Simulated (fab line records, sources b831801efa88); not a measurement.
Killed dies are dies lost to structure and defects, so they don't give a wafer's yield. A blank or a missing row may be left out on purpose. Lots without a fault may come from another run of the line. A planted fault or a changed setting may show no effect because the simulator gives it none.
One fault seen from 2 desks | flow gf180mcu | each desk has only its own numbers; what lay behind them comes last

THE TOOL OWNER'S DESK: implanter-02
The tool's own readings at GF_NSD_IMPLANT_09: means of the sampled wafers that have a number, for each lot that ran on this tool. A lot is out of limits, marked OUT, if its mean lies more than 4 standard deviations from the usual mean; the brackets give that distance.
Columns: A = beam_energy_keV at GF_NSD_IMPLANT_09, usual 60.002
lot  | first seen here | A
L802 | day 14 05:20    | 60.019
L805 | day 15 16:53    | 59.991
L806 | day 15 20:38    | 60.008
L811 | day 17 07:38    | 60.002
L812 | day 17 20:53    | 76.352 (+99 or more) OUT
L813 | day 18 05:30    | 76.347 (+99 or more) OUT
This desk's finding: out of limits on L812, L813; first on L812, day 17 20:53 (beam_energy_keV at GF_NSD_IMPLANT_09). In limits: L802, L805, L806, L811.

THE METROLOGY DESK
What the gauges read, lot by lot, whatever tool the lot ran on: means of the sampled wafers that have a number. A lot is out of limits, marked OUT, if its mean lies more than 4 standard deviations from the usual mean; the brackets give that distance.
Columns: A = NSD_OVL at GF_NSD_OVL_MEAS_08, usual 0.2 nm; B = NSD_TW at GF_NSD_TW_MEAS_12, usual 4229; C = NSD_RS at GF_PSD_RS_MEAS_14, usual 46.14 ohm/sq
lot  | first seen here | A    | B               | C
L800 | day 13 21:59    | 0.8  | 4243            | 46.14
L802 | day 14 05:17    | 0.7  | 4260            | 46.00
L803 | day 14 20:22    | 0.2  | 4247            | 46.09
L805 | day 15 16:49    | -1.2 | 4243            | 46.25
L806 | day 15 20:35    | 1.7  | 4174            | 46.18
L809 | day 16 18:50    | 0.8  | 4176            | 46.19
L811 | day 17 07:35    | -0.5 | 4261            | 46.07
L812 | day 17 20:50    | -0.1 | 4528 (+6.2) OUT | 41.87 (-44) OUT
L813 | day 18 05:27    | 0.5  | 4478 (+5.2) OUT | 42.05 (-42) OUT
L821 | day 21 03:56    | 0.5  | 4194            | 46.21
L822 | day 21 07:38    | 0.6  | 4178            | 46.08
This desk's finding: out of limits on L812, L813; first on L812, day 17 21:17 (NSD_TW at GF_NSD_TW_MEAS_12). In limits: L800, L802, L803, L805, L806, L809, L811, L821, L822.

PUT TOGETHER
The tool owner's desk could have raised an alarm at day 17 20:53, on L812, L813.
The metrology desk could have raised an alarm at day 17 21:17, on L812, L813.
Of the lots named, all ran GF_NSD_IMPLANT_09 on implanter-02.

WHAT THE SIMULATOR HAD PUT IN
Process parameter drift: implanter-02, from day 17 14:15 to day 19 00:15, at GF_NSD_IMPLANT_09. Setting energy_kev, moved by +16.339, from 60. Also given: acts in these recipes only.
Lots struck among those shown: L812, L813.
Hours from the fault's start to each desk's first reading out of limits: the tool owner's desk, 7; the metrology desk, 7.
